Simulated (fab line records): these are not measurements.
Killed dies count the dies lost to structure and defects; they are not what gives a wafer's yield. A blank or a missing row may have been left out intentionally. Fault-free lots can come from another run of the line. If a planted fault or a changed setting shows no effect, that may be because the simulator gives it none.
What tool caused it? :: flow gf180mcu :: 38 wafers from 13 lots sampled at 4 of the route's 602 steps

## WHAT THE GAUGES READ, wafer by wafer
GF_DNWELL_TW_MEAS_09. Usual: DNWELL_TW typically reads 1354, with standard deviation 14.
lot: L282
measured: day 3 00:30
on: film_metro-04
DNWELL_TW: 1369 1378 1372
flag: 

lot: L283
measured: day 3 04:50
on: film_metro-01
DNWELL_TW: 1340 1337 1343
flag: 

lot: L284
measured: day 3 09:52
on: film_metro-04
DNWELL_TW: 1359 1359 1358
flag: 

lot: L285
measured: day 3 15:38
on: film_metro-03
DNWELL_TW: 1360 1360 1361
flag: 

lot: L286
measured: day 3 21:38
on: film_metro-01
DNWELL_TW: 1334 1331 1329
flag: 

lot: L287
measured: day 4 02:43
on: film_metro-03
DNWELL_TW: 1377 1366 1378
flag: 

lot: L288
measured: day 4 08:20
on: film_metro-01
DNWELL_TW: 1341 1335 1336
flag: 

lot: L289
measured: day 4 12:23
on: film_metro-04
DNWELL_TW: 1364 1470 1362 1352 1476 1363
flag: OFF

lot: L290
measured: day 4 19:41
on: film_metro-01
DNWELL_TW: 1445 1442 1448 1443
flag: OFF

lot: L300
measured: day 7 00:23
on: film_metro-04
DNWELL_TW: 1375 1366 1369
flag: 

lot: L301
measured: day 7 04:35
on: film_metro-03
DNWELL_TW: 1362 1369 1363
flag: 

lot: L303
measured: day 7 13:57
on: film_metro-03
DNWELL_TW: 1374 1378 1370
flag: 

lot: L304
measured: day 7 22:43
on: film_metro-01
DNWELL_TW: 1328 1331 1339
flag: 

GF_VT_IMPLANT_OVL_MEAS_29. Usual: VT_IMPLANT_02_OVL typically reads 0.6 nm, with standard deviation 2.
lot: L282
measured: day 7 04:14
on: overlay-02
VT_IMPLANT_02_OVL (nm): -2.0 -0.8 -2.9
flag: 

lot: L283
measured: day 7 10:08
on: overlay-02
VT_IMPLANT_02_OVL (nm): -0.1 0.4 1.7
flag: 

lot: L284
measured: day 7 16:14
on: overlay-01
VT_IMPLANT_02_OVL (nm): 0.2 -1.2 -0.6
flag: 

lot: L285
measured: day 7 22:49
on: overlay-01
VT_IMPLANT_02_OVL (nm): 1.4 -0.3 1.4
flag: 

lot: L286
measured: day 8 05:15
on: overlay-01
VT_IMPLANT_02_OVL (nm): 3.0 4.0 2.4
flag: 

lot: L287
measured: day 8 11:02
on: overlay-01
VT_IMPLANT_02_OVL (nm): -0.9 0.3 0.3
flag: 

lot: L288
measured: day 8 19:20
on: overlay-01
VT_IMPLANT_02_OVL (nm): 2.0 0.6 0.7
flag: 

lot: L289
measured: day 9 00:23
on: overlay-01
VT_IMPLANT_02_OVL (nm): -0.1 -0.8 0.7
flag: 

lot: L290
measured: day 9 11:12
on: overlay-01
VT_IMPLANT_02_OVL (nm): -2.6 -2.1
flag: 

lot: L300
measured: day 12 02:13
on: overlay-01
VT_IMPLANT_02_OVL (nm): -3.1 -1.8 -0.7
flag: 

lot: L301
measured: day 12 07:04
on: overlay-01
VT_IMPLANT_02_OVL (nm): 2.6 2.5 2.0
flag: 

lot: L303
measured: day 12 19:32
on: overlay-02
VT_IMPLANT_02_OVL (nm): 1.4 -0.7 0.7
flag: 

lot: L304
measured: day 13 06:19
on: overlay-01
VT_IMPLANT_02_OVL (nm): 0.0 -0.3 -1.0
flag: 

## TOOL THAT RAN EACH LOT (tool first, then ch and the chambers of the sampled wafers, then the start)
lot: L282
GF_DNWELL_IMPLANT_07: implanter-01 ch 0, day 3 00:16
GF_DNWELL_STRIP_08: plasma_asher-03 ch 0,1, day 3 00:23

lot: L283
GF_DNWELL_IMPLANT_07: implanter-01 ch 0, day 3 04:35
GF_DNWELL_STRIP_08: plasma_asher-03 ch 0,1, day 3 04:44

lot: L284
GF_DNWELL_IMPLANT_07: implanter-02 ch 0, day 3 09:38
GF_DNWELL_STRIP_08: plasma_asher-02 ch 0,1, day 3 09:46

lot: L285
GF_DNWELL_IMPLANT_07: implanter-04 ch 0, day 3 15:23
GF_DNWELL_STRIP_08: plasma_asher-01 ch 0,1, day 3 15:32

lot: L286
GF_DNWELL_IMPLANT_07: implanter-02 ch 0, day 3 21:25
GF_DNWELL_STRIP_08: plasma_asher-02 ch 0,1, day 3 21:33

lot: L287
GF_DNWELL_IMPLANT_07: implanter-04 ch 0, day 4 02:29
GF_DNWELL_STRIP_08: plasma_asher-03 ch 0,1, day 4 02:37

lot: L288
GF_DNWELL_IMPLANT_07: implanter-04 ch 0, day 4 08:05
GF_DNWELL_STRIP_08: plasma_asher-03 ch 0,1, day 4 08:14

lot: L289
GF_DNWELL_IMPLANT_07: implanter-04 ch 0, day 4 12:07
GF_DNWELL_STRIP_08: plasma_asher-02 ch 0,1, day 4 12:16

lot: L290
GF_DNWELL_IMPLANT_07: implanter-04 ch 0, day 4 19:28
GF_DNWELL_STRIP_08: plasma_asher-01 ch 0,1, day 4 19:36

lot: L300
GF_DNWELL_IMPLANT_07: implanter-02 ch 0, day 7 00:08
GF_DNWELL_STRIP_08: plasma_asher-01 ch 0,1, day 7 00:17

lot: L301
GF_DNWELL_IMPLANT_07: implanter-01 ch 0, day 7 04:20
GF_DNWELL_STRIP_08: plasma_asher-01 ch 0,1, day 7 04:29

lot: L303
GF_DNWELL_IMPLANT_07: implanter-01 ch 0, day 7 13:44
GF_DNWELL_STRIP_08: plasma_asher-03 ch 0,1, day 7 13:52

lot: L304
GF_DNWELL_IMPLANT_07: implanter-01 ch 0, day 7 22:28
GF_DNWELL_STRIP_08: plasma_asher-02 ch 0,1, day 7 22:37
- GF_DNWELL_IMPLANT_07
- GF_DNWELL_STRIP_08: strips in O2/N2.

## WHAT THE TOOLS THEMSELVES READ (means of the sampled wafers that have a number; where no wafer has one, the mark that the record gives instead)
GF_DNWELL_IMPLANT_07. Usual: beam_on_s 9.97 s, standard deviation 0.18; faraday_current_uA 56.6, standard deviation 1.
lot: L282
tool: implanter-01
beam_on_s (s): 9.75
faraday_current_uA: 57.6
flag: 

lot: L283
tool: implanter-01
beam_on_s (s): 10.00
faraday_current_uA: 56.3
flag: 

lot: L284
tool: implanter-02
beam_on_s (s): 10.09
faraday_current_uA: 55.9
flag: 

lot: L285
tool: implanter-04
beam_on_s (s): 9.97
faraday_current_uA: 56.5
flag: 

lot: L286
tool: implanter-02
beam_on_s (s): 9.81
faraday_current_uA: 57.5
flag: 

lot: L287
tool: implanter-04
beam_on_s (s): 9.94
faraday_current_uA: 56.8
flag: 

lot: L288
tool: implanter-04
beam_on_s (s): 9.96
faraday_current_uA: 56.6
flag: 

lot: L289
tool: implanter-04
beam_on_s (s): 10.97
faraday_current_uA: 52.1
flag: OFF

lot: L290
tool: implanter-04
beam_on_s (s): 12.80
faraday_current_uA: 44.0
flag: OFF

lot: L300
tool: implanter-02
beam_on_s (s): 9.92
faraday_current_uA: 57.0
flag: 

lot: L301
tool: implanter-01
beam_on_s (s): 10.08
faraday_current_uA: 55.9
flag: 

lot: L303
tool: implanter-01
beam_on_s (s): 9.89
faraday_current_uA: 56.9
flag: 

lot: L304
tool: implanter-01
beam_on_s (s): 9.99
faraday_current_uA: 56.4
flag: 

GF_DNWELL_STRIP_08. Usual: drypump_motor_current_A 6.0 A, standard deviation 0.4; heater_power_w 362 W, standard deviation 32; oes_product_au 0.723 a.u., standard deviation 0.0045; strip_time_to_endpoint_s 36.94 s, standard deviation 0.11.
lot: L282
tool: plasma_asher-03
drypump_motor_current_A (A): 5.5
heater_power_w (W): 398
oes_product_au (a.u.): 0.722
strip_time_to_endpoint_s (s): 36.94
flag: 

lot: L283
tool: plasma_asher-03
drypump_motor_current_A (A): 5.3
heater_power_w (W): 413
oes_product_au (a.u.): 0.718
strip_time_to_endpoint_s (s): 36.74
flag: 

lot: L284
tool: plasma_asher-02
drypump_motor_current_A (A): 6.2
heater_power_w (W): 337
oes_product_au (a.u.): 0.725
strip_time_to_endpoint_s (s): 36.85
flag: 

lot: L285
tool: plasma_asher-01
drypump_motor_current_A (A): 6.0
heater_power_w (W): 356
oes_product_au (a.u.): 0.722
strip_time_to_endpoint_s (s): 36.85
flag: 

lot: L286
tool: plasma_asher-02
drypump_motor_current_A (A): 6.2
heater_power_w (W): 341
oes_product_au (a.u.): 0.723
strip_time_to_endpoint_s (s): 36.90
flag: 

lot: L287
tool: plasma_asher-03
drypump_motor_current_A (A): 5.2
heater_power_w (W): 429
oes_product_au (a.u.): 0.726
strip_time_to_endpoint_s (s): 36.94
flag: 

lot: L288
tool: plasma_asher-03
drypump_motor_current_A (A): 5.5
heater_power_w (W): 391
oes_product_au (a.u.): 0.725
strip_time_to_endpoint_s (s): 37.10
flag: 

lot: L289
tool: plasma_asher-02
drypump_motor_current_A (A): 6.2
heater_power_w (W): 347
oes_product_au (a.u.): 0.723
strip_time_to_endpoint_s (s): 36.91
flag: 

lot: L290
tool: plasma_asher-01
drypump_motor_current_A (A): 6.1
heater_power_w (W): 352
oes_product_au (a.u.): 0.727
strip_time_to_endpoint_s (s): 36.91
flag: 

lot: L300
tool: plasma_asher-01
drypump_motor_current_A (A): 6.0
heater_power_w (W): 357
oes_product_au (a.u.): 0.719
strip_time_to_endpoint_s (s): 36.89
flag: 

lot: L301
tool: plasma_asher-01
drypump_motor_current_A (A): 6.1
heater_power_w (W): 351
oes_product_au (a.u.): 0.725
strip_time_to_endpoint_s (s): 36.97
flag: 

lot: L303
tool: plasma_asher-03
drypump_motor_current_A (A): 5.3
heater_power_w (W): 424
oes_product_au (a.u.): 0.720
strip_time_to_endpoint_s (s): 36.87
flag: 

lot: L304
tool: plasma_asher-02
drypump_motor_current_A (A): 6.3
heater_power_w (W): 348
oes_product_au (a.u.): 0.721
strip_time_to_endpoint_s (s): 37.12
flag: 

## THE ANSWER, worked out from the rows above alone
Rule: take the mean of a lot's wafers that have a number; if it is more than 3 standard deviations from the usual mean, the lot is off. Also off: a lot with no number at a reading for which 4 or more lots have one. Any other lot the step has rows for is counted as sound. The gauges are gone through in route order, then the tools' own readings, and for those a lot's mean is taken as printed above. At the first step where some lot is off, the reading lying furthest off is the one used; lots without a number count as furthest.
Off: L289, L290, at GF_DNWELL_TW_MEAS_09 (DNWELL_TW).
A tool fits if, at a process step before that reading, it ran every lot that is off, and no sound lot after the first of them. Not tried: the gauges at GF_DNWELL_TW_MEAS_09; whatever is off there is also off at GF_DNWELL_IMPLANT_07, on other tools, and gauge error can't account for it. One fits: implanter-04 at GF_DNWELL_IMPLANT_07. A fault onset in the window from L288 (day 4 08:05, its last sound lot) to L289 (day 4 12:07, its first lot off) fits.
The tool's own readings at GF_DNWELL_IMPLANT_07 bear it out: on the lots that are off they differ by more than 5 times the standard deviation of the sound lots' means. beam_on_s reads 11.89 s there against 9.95 s on the sound lots; faraday_current_uA reads 48.0 there against 56.7 on the sound lots.

## WHAT THE SIMULATOR PUT IN
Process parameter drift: implanter-04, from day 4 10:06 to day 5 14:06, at GF_DNWELL_IMPLANT_07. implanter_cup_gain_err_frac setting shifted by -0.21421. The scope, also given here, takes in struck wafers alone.
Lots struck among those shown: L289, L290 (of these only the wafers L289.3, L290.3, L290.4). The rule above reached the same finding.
